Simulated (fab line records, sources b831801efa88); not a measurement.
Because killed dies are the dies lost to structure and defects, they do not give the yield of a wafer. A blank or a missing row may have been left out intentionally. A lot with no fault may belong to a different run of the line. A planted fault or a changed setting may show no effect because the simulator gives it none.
A struck lot beside a sound one -- flow sky130 -- 39 steps out of a route of 708
Sound: wafers L514.1, L514.4, L514.5. The struck wafers were L510.2, L510.4, L510.6. At the end, the cause is stated.
Each step with rows lists, per side, the tool, then ch with its chambers, then its first start. Under that, the readings that differ: sound wafers -- struck wafers -- difference of the means -- sigmas: that difference in standard deviations of wafers without a fault.
alike: readings whose means differ by less than 2 such deviations, and words and numbers that are the same on both sides. not compared: withheld readings, readings that some wafer has no value for, bounds like >300 that may hide the same value, and numbers for which the record gives no deviation and whose values overlap.
Wherever a step has rows on one side only, a row that says differs or no value, or a row with sigmas, the two part there. Non-overlapping numbers with no deviation appear without sigmas and do not part them. Lack of a reading on every wafer of one side parts them only where that side has two or more wafers.

first, 10 steps without rows for these wafers: SKY_VIA4_STRIP_14 (strips in post etch residue remover, time 1200 s); SKY_VIA4_CLEAN_15 (cleans in IPA, time 180 s); SKY_VIA4_CLEAN_16 (cleans in O3/DIW); SKY_VIA4_SPUTTER_17 (material TiN, target thk 20 nm, time 80 s); SKY_VIA4_CVD_18 (deposits W, target thk 505 nm, time 152.14 s); SKY_VIA4_CMP_21 (polishes, stops on SiO2, t overpolish 25 s, target thk 0 nm); SKY_METAL5_SPUTTER_00 (material Ti, target thk 15 nm, time 10 s); SKY_METAL5_SPUTTER_01 (material TiN, target thk 20 nm, time 16.7 s); SKY_METAL5_SPUTTER_02 (material AlCu, target thk 1150 nm, time 61.2 s); SKY_METAL5_SPUTTER_03 (material Ti, target thk 5 nm, time 3.3 s).
SKY_METAL5_SPUTTER_04: material TiN, target thk 70 nm, time 58.3 s.
  struck on pvd sputter-03, day 45 14:37; sound on pvd sputter-03, day 46 16:29
  no value came back on the struck wafers for cathode dc power W (W), chamber pressure pa (Pa), throttle valve pct (%); on the sound wafers cathode dc power W (W) reads 6498.7 6499.1 6499.8
SKY_METAL5_RS_MEAS_05: the measuring method here is four-point-probe.
  struck on film metro-04, day 45 14:58; sound on film metro-03, day 46 16:31
  alike: METAL5_ALCU_RS
  not compared: hold
SKY_METAL5_THK_MEAS_06: measures by xrf.
  struck on film metro-04, day 45 19:28; sound on film metro-03, day 46 16:38
reading,sound,struck,difference,sigmas
METAL5_ALCU_THK (nm),1116 1150 1142,1314 1292 1316,+171,+11
  not compared: hold
then, 7 steps without rows for these wafers: SKY_METAL5_HMDS_08 (prime time 60 s); SKY_METAL5_COAT_09 (resist thk 1800 nm); SKY_METAL5_SOFTBAKE_10 (time 60 s); SKY_METAL5_EXPOSE_11 (exposes mask MM5, target cd 1600 nm); SKY_METAL5_PEB_12; SKY_METAL5_DEVELOP_13 (develop time 60 s); SKY_METAL5_DESCUM_14 (chemistry O2, time 11 s).
SKY_METAL5_METAL_ETCH_15: etches the open film in Cl2/BCl3, stops on SiO2, target depth 1260 nm, time 252 s.
  sound on rie metal-03 ch 0,1, day 47 13:21; struck on rie metal-04 ch 0,1, day 46 10:37
reading,sound,struck,difference,sigmas
oes product au (a.u.),0.891 0.888 0.888,0.867 0.872 0.867,-0.020,-4
  alike: drypump motor current A, throttle valve pct
  not compared: rf hours counter h
then, 13 steps without rows for these wafers: SKY_METAL5_STRIP_16 (strips in O2/N2); SKY_METAL5_STRIP_17 (strips in post etch residue remover, time 1200 s); SKY_METAL5_CLEAN_18 (cleans in IPA, time 180 s); SKY_METAL5_CLEAN_19 (cleans in O3/DIW); SKY_PASSIVATION_CVD_00 (deposits SiO2, target thk 90 nm); SKY_PASSIVATION_CVD_02 (deposits Si3N4, target thk 540 nm); SKY_PASSIVATION_DEHYDRATE_04 (time 60 s); SKY_PASSIVATION_HMDS_05 (prime time 60 s); SKY_PASSIVATION_COAT_06 (resist thk 3000 nm); SKY_PASSIVATION_SOFTBAKE_07; SKY_PASSIVATION_EXPOSE_08 (exposes mask NSM, target cd 3000 nm); SKY_PASSIVATION_PEB_09; SKY_PASSIVATION_DEVELOP_10 (develop time 60 s).
SKY_PASSIVATION_ETCH_11: etches the open film in CF4/O2, stops on AlCu, target depth 725 nm, time 161.1 s.
  sound on rie diel-04 ch 1,3, day 48 09:34; struck on rie diel-03 ch 0,1,3, day 47 07:56
reading,sound,struck,difference,sigmas
oes product au (a.u.),0.983 0.983 0.979,0.998 0.993 0.999,+0.015,+2
model.PASSIVATION.feature depth nm (nm),705.1 713.6 708.8,725 725 725,+16,
  alike: O2_flow_sccm, drypump motor current A, throttle valve pct
  not compared: rf hours counter h
then, 2 steps without rows for these wafers: SKY_PASSIVATION_STRIP_12 (strips in O2/N2); SKY_PAD_OPEN_DEHYDRATE_00 (time 60 s).
SKY_PAD_OPEN_ETCH_07: etches the open film in CF4/O2, stops on AlCu, target depth 725 nm, time 161.1 s.
  sound on rie diel-03 ch 0,1, day 49 04:05; struck on rie diel-03 ch 0,2,3, day 48 03:28
reading,sound,struck,difference,sigmas
model.PAD_OPEN.feature depth nm (nm),705.1 713.6 708.8,725 725 718.1,+14,
  alike: O2_flow_sccm, drypump motor current A, oes product au, throttle valve pct
  not compared: rf hours counter h
SKY_PAD_OPEN_PROBE_99:
  rows exist in the record for the struck wafers here (prober-01, day 48 05:50), but not for the sound ones

== WHERE THEY PART ==
At SKY_METAL5_SPUTTER_04 first; at SKY_PAD_OPEN_PROBE_99 last (within this record only).

WHY: what the simulator had put in
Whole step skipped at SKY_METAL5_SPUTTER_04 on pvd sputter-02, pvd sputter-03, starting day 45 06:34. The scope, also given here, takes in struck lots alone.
